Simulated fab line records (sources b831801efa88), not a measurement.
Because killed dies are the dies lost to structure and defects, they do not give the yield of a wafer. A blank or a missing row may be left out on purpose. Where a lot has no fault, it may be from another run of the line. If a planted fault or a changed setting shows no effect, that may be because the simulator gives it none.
What tool caused it?	flow gf180mcu	15 lots with 45 wafers sampled at 4 steps, on a route of 602 steps

## WHAT THE GAUGES SHOWED, per wafer
GF_STI_THK_MEAS_02. Usual: for STI_OXIDATION_THK the level is 10.08 nm and the standard deviation is 0.23.
lot	measured	on	STI_OXIDATION_THK (nm)	flag
L745	day 1 11:31	film_metro-04	10.17 10.28 10.19	
L747	day 1 21:32	film_metro-04	10.38 10.59 10.46	
L748	day 2 02:31	film_metro-04	9.86 9.74 9.81	
L750	day 2 13:44	film_metro-02	9.97 9.90 9.75	
L752	day 2 23:02	film_metro-03	10.29 10.20 10.00	
L753	day 3 04:33	film_metro-02	10.09 10.17 10.20	
L754	day 3 08:58	film_metro-03	10.37 10.23 10.32	
L756	day 3 18:31	film_metro-02	10.16 10.23 10.23	
L757	day 3 23:46	film_metro-03	10.19 10.01 10.01	
L758	day 4 04:31	film_metro-03	10.17 10.06 10.27	
L760	day 4 14:31	film_metro-03	9.92 9.81 9.79	
L765	day 5 15:31	film_metro-04	9.89 9.76 9.83	
L766	day 5 21:37	film_metro-03	10.20 10.16 10.31	
L767	day 6 01:31	film_metro-04	9.86 10.03 9.86	
L768	day 6 06:31	film_metro-02	9.80 9.55 9.69	

GF_VT_IMPLANT_OVL_MEAS_07. Usual: for VT_IMPLANT_OVL the level is 0.0 nm and the standard deviation is 1.5.
lot	measured	on	VT_IMPLANT_OVL (nm)	flag
L745	day 5 16:03	overlay-01	2.9 1.9 1.2	
L747	day 6 03:43	overlay-01	-3.4 -3.1 -4.0	
L748	day 6 09:35	overlay-01	1.2 0.4 1.5	
L750	day 6 23:02	overlay-01	-2.1 -1.3 -2.0	
L752	day 7 11:40	overlay-02	-0.5 -0.9 -2.0	
L753	day 7 17:46	overlay-02	-0.9 0.5 -2.2	
L754	day 7 23:44	overlay-01	1.4 0.8 0.0	
L760	day 9 11:32	overlay-02	0.8 2.1 -1.4	
L765	day 10 17:47	overlay-01	1.4 2.7 2.1	
L766	day 10 23:50	overlay-01	-0.6 0.3 -0.5	
L767	day 11 05:06	overlay-02	1.1 0.8 1.9	
L768	day 11 12:43	overlay-02	-0.2 -0.2 -0.3	

GF_VT_IMPLANT_TW_MEAS_10. Usual: for VT_IMPLANT_TW the level is 567 and the standard deviation is 5.7.
lot	measured	on	VT_IMPLANT_TW	flag
L745	day 5 16:20	film_metro-04	565 565 564	
L747	day 6 04:00	film_metro-03	561 560 561	
L748	day 6 09:53	film_metro-04	561 562 560	
L750	day 6 23:22	film_metro-03	562 562 564	
L752	day 7 11:57	film_metro-04	563 564 566	
L753	day 7 18:04	film_metro-01	573 573 568	
L754	day 8 00:02	film_metro-03	565 563 561	
L760	day 9 11:49	film_metro-01	578 576 574	
L765	day 10 18:04	film_metro-01	573 571 571	
L766	day 11 00:07	film_metro-01	575 574 579	
L767	day 11 05:23	film_metro-04	565 563 563	
L768	day 11 13:05	film_metro-04	565 563 566	

## EACH LOT AND THE TOOL THAT RAN IT (in order: tool; ch and the chambers of the sampled wafers; start)
lot	GF_STI_OXIDATION_21
L745	furnace-01 ch 0, day 2 02:31
L747	furnace-02 ch 0, day 2 12:50
L748	furnace-01 ch 0, day 2 18:01
L750	furnace-01 ch 0, day 3 04:37
L752	furnace-02 ch 0, day 3 15:04
L753	furnace-01 ch 0, day 3 21:14
L754	furnace-01 ch 0, day 4 01:35
L756	furnace-02, day 4 11:47
L757	furnace-01, day 4 16:04
L758	furnace-01, day 4 21:32
L760	furnace-02 ch 0, day 5 07:55
L765	furnace-01 ch 0, day 6 09:31
L766	furnace-02 ch 0, day 6 14:52
L767	furnace-02 ch 0, day 6 19:14
L768	furnace-02 ch 0, day 7 01:56
- GF_STI_OXIDATION_21: stabilise 600 s, purge 300 s, target thk 15 nm.

## AS READ BY THE TOOLS THEMSELVES (means over the sampled wafers that have a number; for cases with no such wafer, the mark the record gives instead)
GF_STI_OXIDATION_21. Usual: ox_temp_c 1000.1 C, standard deviation 0.39; ox_temp_c_max 1004.8, standard deviation 0.97; zone_power_centre_pct 24 %, standard deviation 3.3; zone_power_lower_pct 24.3 %, standard deviation 0.46.
lot	tool	ox_temp_c (C)	ox_temp_c_max	zone_power_centre_pct (%)	zone_power_lower_pct (%)	flag
L745	furnace-01	1000.0	1004.4	21	23.9	
L747	furnace-02	999.7	1005.5	28	24.9	
L748	furnace-01	1000.2	1004.3	21	23.6	
L750	furnace-01	1000.3	1004.8	21	24.2	
L752	furnace-02	1000.0	1005.5	28	24.5	
L753	furnace-01	1000.2	1004.9	21	24.4	
L754	furnace-01	999.8	1004.0	21	23.9	
L756	furnace-02	-	-	-	-	OFF
L757	furnace-01	-	-	-	-	OFF
L758	furnace-01	-	-	-	-	OFF
L760	furnace-02	999.7	1005.0	28	24.6	
L765	furnace-01	999.9	1004.2	21	23.8	
L766	furnace-02	1000.3	1005.4	28	24.5	
L767	furnace-02	1000.3	1005.9	28	24.7	
L768	furnace-02	1000.5	1005.3	27	24.7	

## THE ANSWER, worked out from the rows above alone
Rule: take the mean of a lot's wafers that have a number; if it is more than 3 standard deviations from the usual mean, the lot is off. Also off: a lot with no number at a reading for which 4 or more lots have one. The other lots that the step has rows for count as sound. Order of review: gauges by route order, followed by the tools' own readings, for which a lot's mean as printed above is used. The first step at which some lot is off is used, and at that step the reading that is off furthest; a lot without a number counts as furthest.
Off, at GF_STI_OXIDATION_21 on ox_temp_c: L756, L757, L758. Without a number there: L756, L757, L758.
A tool fits if, at that step or a process step before it, it ran every lot that is off, and no sound lot after the first of them. Not one of the candidates tried fits.

## WHAT HAD BEEN PUT IN BY THE SIMULATOR
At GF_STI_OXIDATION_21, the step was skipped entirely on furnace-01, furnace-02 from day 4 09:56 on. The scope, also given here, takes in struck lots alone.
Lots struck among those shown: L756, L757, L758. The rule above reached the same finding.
